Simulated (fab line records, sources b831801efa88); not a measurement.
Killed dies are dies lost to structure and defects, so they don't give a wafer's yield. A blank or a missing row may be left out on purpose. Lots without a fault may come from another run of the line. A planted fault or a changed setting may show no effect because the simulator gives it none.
Problem report in the 8D (eight disciplines) form, filled by code | flow sky130 | the parts of the form that need people (team, actions taken, sign-off) are left out

1. THE PROBLEM
cd_nm at SKY_POLY_GATE_CD_MEAS_13 reads a mean of 144.2 nm on 6 wafers of 2 lots; wafers without a fault read 149.8 nm with a standard deviation of 1.2. That is -4.7 standard deviations from the usual mean.
The step: target cd 150 nm.
First seen on wafer L185.2, day 24 02:20, on cd_sem-02. The record holds 36 wafers of 12 lots with a number at this step. Rule for "out", or "out of limits": more than 4 standard deviations from the usual mean. The other wafers with a number count as sound.

2. WHAT IT IS AND WHAT IT IS NOT
question                    | is                     | is not
which readings at this step | cd_nm                  | -
which lots                  | L185, L186             | L164, L167, L168, L169, L170, L173, L177, L180, L184, L187
which wafers of those lots  | all that have a number | -
read on which gauges        | cd_sem-01, cd_sem-02   | -
when                        | from day 24 02:20      | up to then (24 sound wafers); but 6 sound wafers of L184, L187 came after

3. SUSPECTS, AND WHAT RULES EACH OUT
Counting: a tool at a process step up to the reading stays a suspect if it ran every lot that is out and no sound lot after the first of them.
- the gauge at SKY_POLY_GATE_CD_MEAS_13: ruled out. The wafers that are out were read on 2 gauges (cd_sem-01, cd_sem-02).
- litho_track-03 at SKY_POLY_GATE_DEVELOP_12 (develop time 60 s): kept. It ran every lot that is out, first L185 (day 24 02:00), and no sound lot after that; its last sound lot up to then is L173 (day 20 02:00).
Left after counting: litho_track-03 at SKY_POLY_GATE_DEVELOP_12.

4. THE CAUSE (what the simulator had put in)
Process parameter drift: litho_track-03, from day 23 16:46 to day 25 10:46, at SKY_POLY_GATE_DEVELOP_12. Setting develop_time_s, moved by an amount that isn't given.
Counting left only this tool.

5. THE CHAIN OF EFFECTS, in route order
Each row: a reading whose mean over the struck wafers that have a number lies more than 3 standard deviations from the usual. Only readings for which the record gives a usual standard deviation are gone through. hours: the time from each lot's start at the first step in this table that gives one to its start at this step, as a median over the lots. sigmas: the change in usual standard deviations.
hours | step                     | reading | usual    | on struck wafers | change | sigmas
0     | SKY_POLY_GATE_CD_MEAS_13 | cd_nm   | 149.8 nm | 144.2            | -5.6   | -4.7

6. WHAT WOULD HAVE CAUGHT IT SOONER
In this record the first reading out of limits at a measuring or inspecting step was taken at day 24 02:20, 10 hours after the fault began at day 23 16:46.
Of the lots that are out (2), L186 began SKY_POLY_GATE_DEVELOP_12 on litho_track-03 after day 24 02:20. A hold on the tool at that time would have spared it.
